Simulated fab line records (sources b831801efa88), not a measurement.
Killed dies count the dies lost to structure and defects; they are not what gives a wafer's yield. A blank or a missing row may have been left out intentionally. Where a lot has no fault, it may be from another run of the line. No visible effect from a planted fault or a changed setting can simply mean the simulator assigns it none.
Which tool is to blame? / flow sfq_line / 13 lots, 39 wafers sampled, at 5 steps of a route of 325

## WHAT THE GAUGES SHOWED, per wafer
SFQ_I1_OVL_MEAS_913. Usual: I1_OVL -3 nm, standard deviation 4.6.
lot=L159; measured=day 15 16:40; on=overlay-01; I1_OVL (nm)=0 -1 -6; flag=
lot=L160; measured=day 16 01:05; on=overlay-02; I1_OVL (nm)=-5 -1 -3; flag=
lot=L161; measured=day 16 12:37; on=overlay-01; I1_OVL (nm)=-2 0 7; flag=
lot=L162; measured=day 16 18:37; on=overlay-02; I1_OVL (nm)=1 -2 -6; flag=
lot=L163; measured=day 17 03:02; on=overlay-02; I1_OVL (nm)=-8 -2 3; flag=
lot=L166; measured=day 18 17:49; on=overlay-01; I1_OVL (nm)=-3 4 -2; flag=
lot=L169; measured=day 20 03:24; on=overlay-01; I1_OVL (nm)=4 -8 5; flag=
lot=L170; measured=day 20 10:36; on=overlay-02; I1_OVL (nm)=3 -1 3; flag=
lot=L178; measured=day 23 15:50; on=overlay-02; I1_OVL (nm)=-2 3 -6; flag=
lot=L179; measured=day 24 10:37; on=overlay-01; I1_OVL (nm)=-4 -3 -6; flag=
lot=L180; measured=day 24 11:49; on=overlay-01; I1_OVL (nm)=-3 -3 -1; flag=
lot=L181; measured=day 24 23:49; on=overlay-01; I1_OVL (nm)=-6 -6 8; flag=
lot=L182; measured=day 25 08:13; on=overlay-02; I1_OVL (nm)=-6 -6 -4; flag=

SFQ_M3_OVL_MEAS_921. Usual: M3_OVL 0 nm, standard deviation 5.3.
lot=L159; measured=day 29 00:14; on=overlay-01; M3_OVL (nm)=-12 -9 -12; flag=
lot=L160; measured=day 29 09:50; on=overlay-01; M3_OVL (nm)=-6 -1 -3; flag=
lot=L161; measured=day 29 19:26; on=overlay-01; M3_OVL (nm)=8 8 4; flag=
lot=L162; measured=day 30 01:26; on=overlay-01; M3_OVL (nm)=8 7 7; flag=
lot=L163; measured=day 30 09:51; on=overlay-01; M3_OVL (nm)=9 5 8; flag=
lot=L166; measured=day 32 06:16; on=overlay-02; M3_OVL (nm)=-3 -4 -8; flag=
lot=L169; measured=day 33 12:04; on=overlay-01; M3_OVL (nm)=54 61 55; flag=OFF
lot=L170; measured=day 34 04:53; on=overlay-01; M3_OVL (nm)=52 54 48; flag=OFF
lot=L178; measured=day 37 12:14; on=overlay-02; M3_OVL (nm)=2 -1 4; flag=
lot=L179; measured=day 37 21:50; on=overlay-01; M3_OVL (nm)=3 4 3; flag=
lot=L180; measured=day 38 01:26; on=overlay-02; M3_OVL (nm)=-1 -4 -4; flag=
lot=L181; measured=day 38 17:02; on=overlay-02; M3_OVL (nm)=-4 -2 -9; flag=
lot=L182; measured=day 39 01:26; on=overlay-02; M3_OVL (nm)=5 -1 -1; flag=

## WHICH TOOL RAN EACH LOT (tool, then ch and the chambers of the sampled wafers, then the start)
lot=L159; SFQ_TRILAYER_I0_DEP_PECVD_027=pecvd-04 ch 0,1, day 5 18:55; SFQ_TRILAYER_M2_DEP_SPUTTER_055=pvd_sputter-05, day 15 17:40; SFQ_TRILAYER_M3_LITHO_EXPOSE_076=krf_scanner-02 ch 0, day 28 22:44
lot=L160; SFQ_TRILAYER_I0_DEP_PECVD_027=pecvd-04 ch 0,1, day 6 01:01; SFQ_TRILAYER_M2_DEP_SPUTTER_055=pvd_sputter-05, day 16 02:05; SFQ_TRILAYER_M3_LITHO_EXPOSE_076=krf_scanner-02 ch 0, day 29 08:20
lot=L161; SFQ_TRILAYER_I0_DEP_PECVD_027=pecvd-03 ch 0,2, day 6 10:36; SFQ_TRILAYER_M2_DEP_SPUTTER_055=pvd_sputter-03, day 16 13:38; SFQ_TRILAYER_M3_LITHO_EXPOSE_076=krf_scanner-02 ch 0, day 29 17:56
lot=L162; SFQ_TRILAYER_I0_DEP_PECVD_027=pecvd-04 ch 0,1, day 6 13:00; SFQ_TRILAYER_M2_DEP_SPUTTER_055=pvd_sputter-04, day 16 19:37; SFQ_TRILAYER_M3_LITHO_EXPOSE_076=krf_scanner-02 ch 0, day 29 23:56
lot=L163; SFQ_TRILAYER_I0_DEP_PECVD_027=pecvd-04 ch 0,2, day 6 20:12; SFQ_TRILAYER_M2_DEP_SPUTTER_055=pvd_sputter-03, day 17 04:01; SFQ_TRILAYER_M3_LITHO_EXPOSE_076=krf_scanner-02 ch 0, day 30 08:44
lot=L166; SFQ_TRILAYER_I0_DEP_PECVD_027=pecvd-04 ch 0,1,2, day 7 15:20; SFQ_TRILAYER_M2_DEP_SPUTTER_055=pvd_sputter-04, day 18 19:00; SFQ_TRILAYER_M3_LITHO_EXPOSE_076=krf_scanner-02 ch 0, day 32 05:20
lot=L169; SFQ_TRILAYER_I0_DEP_PECVD_027=pecvd-04 ch 0,1,2, day 8 19:55; SFQ_TRILAYER_M2_DEP_SPUTTER_055=pvd_sputter-03, day 20 04:23; SFQ_TRILAYER_M3_LITHO_EXPOSE_076=krf_scanner-01 ch 0, day 33 10:34
lot=L170; SFQ_TRILAYER_I0_DEP_PECVD_027=pecvd-02 ch 0,1, day 8 22:19; SFQ_TRILAYER_M2_DEP_SPUTTER_055=pvd_sputter-05, day 20 11:47; SFQ_TRILAYER_M3_LITHO_EXPOSE_076=krf_scanner-01 ch 0, day 34 03:35
lot=L178; SFQ_TRILAYER_I0_DEP_PECVD_027=pecvd-04 ch 0,2, day 10 21:28; SFQ_TRILAYER_M2_DEP_SPUTTER_055=pvd_sputter-04, day 23 16:49; SFQ_TRILAYER_M3_LITHO_EXPOSE_076=krf_scanner-02 ch 0, day 37 10:44
lot=L179; SFQ_TRILAYER_I0_DEP_PECVD_027=pecvd-03 ch 0,1, day 11 01:28; SFQ_TRILAYER_M2_DEP_SPUTTER_055=pvd_sputter-05, day 24 11:37; SFQ_TRILAYER_M3_LITHO_EXPOSE_076=krf_scanner-02 ch 0, day 37 20:20
lot=L180; SFQ_TRILAYER_I0_DEP_PECVD_027=pecvd-04 ch 1,2, day 11 08:40; SFQ_TRILAYER_M2_DEP_SPUTTER_055=pvd_sputter-03, day 24 12:48; SFQ_TRILAYER_M3_LITHO_EXPOSE_076=krf_scanner-02 ch 0, day 37 23:56
lot=L181; SFQ_TRILAYER_I0_DEP_PECVD_027=pecvd-04 ch 0,1,2, day 11 15:41; SFQ_TRILAYER_M2_DEP_SPUTTER_055=pvd_sputter-03, day 25 00:50; SFQ_TRILAYER_M3_LITHO_EXPOSE_076=krf_scanner-02 ch 0, day 38 15:32
lot=L182; SFQ_TRILAYER_I0_DEP_PECVD_027=pecvd-03 ch 1,2, day 11 22:53; SFQ_TRILAYER_M2_DEP_SPUTTER_055=pvd_sputter-04, day 25 09:12; SFQ_TRILAYER_M3_LITHO_EXPOSE_076=krf_scanner-02 ch 0, day 39 00:08
- SFQ_TRILAYER_I0_DEP_PECVD_027: deposits SiO2 from SiH4/N2O, time 111.11 s, target thk 500 nm.
- SFQ_TRILAYER_M2_DEP_SPUTTER_055: material Nb, target thk 200 nm, time 133.3 s.
- SFQ_TRILAYER_M3_LITHO_EXPOSE_076: exposes mask M3, target cd 500 nm.

## AS READ BY THE TOOLS THEMSELVES (means over the sampled wafers that have a number; for cases with no such wafer, the mark the record gives instead)
SFQ_TRILAYER_I0_DEP_PECVD_027. Usual: heater_power_w 92 W, standard deviation 13; showerhead_vpp_V 836 V, standard deviation 47; throttle_valve_pct 24.8 %, standard deviation 1.4.
lot=L159; tool=pecvd-04; heater_power_w (W)=96; showerhead_vpp_V (V)=852; throttle_valve_pct (%)=25.0; flag=
lot=L160; tool=pecvd-04; heater_power_w (W)=91; showerhead_vpp_V (V)=853; throttle_valve_pct (%)=25.0; flag=
lot=L161; tool=pecvd-03; heater_power_w (W)=99; showerhead_vpp_V (V)=838; throttle_valve_pct (%)=23.6; flag=
lot=L162; tool=pecvd-04; heater_power_w (W)=96; showerhead_vpp_V (V)=850; throttle_valve_pct (%)=25.0; flag=
lot=L163; tool=pecvd-04; heater_power_w (W)=93; showerhead_vpp_V (V)=836; throttle_valve_pct (%)=25.6; flag=
lot=L166; tool=pecvd-04; heater_power_w (W)=95; showerhead_vpp_V (V)=834; throttle_valve_pct (%)=25.5; flag=
lot=L169; tool=pecvd-04; heater_power_w (W)=97; showerhead_vpp_V (V)=838; throttle_valve_pct (%)=25.4; flag=
lot=L170; tool=pecvd-02; heater_power_w (W)=88; showerhead_vpp_V (V)=861; throttle_valve_pct (%)=25.0; flag=
lot=L178; tool=pecvd-04; heater_power_w (W)=94; showerhead_vpp_V (V)=824; throttle_valve_pct (%)=26.1; flag=
lot=L179; tool=pecvd-03; heater_power_w (W)=73; showerhead_vpp_V (V)=804; throttle_valve_pct (%)=22.3; flag=
lot=L180; tool=pecvd-04; heater_power_w (W)=99; showerhead_vpp_V (V)=811; throttle_valve_pct (%)=25.5; flag=
lot=L181; tool=pecvd-04; heater_power_w (W)=98; showerhead_vpp_V (V)=839; throttle_valve_pct (%)=25.7; flag=
lot=L182; tool=pecvd-03; heater_power_w (W)=93; showerhead_vpp_V (V)=839; throttle_valve_pct (%)=24.0; flag=

SFQ_TRILAYER_M2_DEP_SPUTTER_055. Usual: cathode_dc_power_W 2000.0 W, standard deviation 0.34; throttle_valve_pct 29.3 %, standard deviation 1.2.
lot=L159; tool=pvd_sputter-05; cathode_dc_power_W (W)=1999.9; throttle_valve_pct (%)=28.9; flag=
lot=L160; tool=pvd_sputter-05; cathode_dc_power_W (W)=2000.1; throttle_valve_pct (%)=29.6; flag=
lot=L161; tool=pvd_sputter-03; cathode_dc_power_W (W)=2000.1; throttle_valve_pct (%)=30.1; flag=
lot=L162; tool=pvd_sputter-04; cathode_dc_power_W (W)=1999.9; throttle_valve_pct (%)=28.9; flag=
lot=L163; tool=pvd_sputter-03; cathode_dc_power_W (W)=1999.9; throttle_valve_pct (%)=30.1; flag=
lot=L166; tool=pvd_sputter-04; cathode_dc_power_W (W)=2000.3; throttle_valve_pct (%)=29.6; flag=
lot=L169; tool=pvd_sputter-03; cathode_dc_power_W (W)=2000.0; throttle_valve_pct (%)=28.7; flag=
lot=L170; tool=pvd_sputter-05; cathode_dc_power_W (W)=2000.2; throttle_valve_pct (%)=29.5; flag=
lot=L178; tool=pvd_sputter-04; cathode_dc_power_W (W)=2000.1; throttle_valve_pct (%)=29.0; flag=
lot=L179; tool=pvd_sputter-05; cathode_dc_power_W (W)=2000.0; throttle_valve_pct (%)=28.5; flag=
lot=L180; tool=pvd_sputter-03; cathode_dc_power_W (W)=2000.2; throttle_valve_pct (%)=29.1; flag=
lot=L181; tool=pvd_sputter-03; cathode_dc_power_W (W)=1999.9; throttle_valve_pct (%)=29.1; flag=
lot=L182; tool=pvd_sputter-04; cathode_dc_power_W (W)=2000.3; throttle_valve_pct (%)=28.8; flag=

## THE ANSWER, worked out from the rows above alone
Rule: a lot is off if the mean of its wafers that have a number lies more than 3 standard deviations from the usual mean. Also off: a lot with no number at a reading for which 4 or more lots have one. All remaining lots with rows at the step are treated as sound. First the gauges in route order, then the tools' own readings, where a lot's mean is used as printed above. The first step at which some lot is off is used, and at that step the reading that is off furthest; a lot without a number counts as furthest.
Off: at SFQ_M3_OVL_MEAS_921 (M3_OVL), L169, L170.
If a tool, at a process step before that reading, ran all the lots that are off and no sound lot after the first of them, it fits. The gauges at SFQ_M3_OVL_MEAS_921 are tried like those tools. One fits: krf_scanner-01 at SFQ_TRILAYER_M3_LITHO_EXPOSE_076. It ran no sound lot before its first lot that is off in this sample, so the start can't be narrowed down.

## WHAT THE SIMULATOR HAD INSERTED
Scanner matching overlay: krf_scanner-01, from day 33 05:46 on, at SFQ_TRILAYER_M3_LITHO_EXPOSE_076. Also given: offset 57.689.
Struck lots among those shown: L169, L170. Same finding as the rule above.
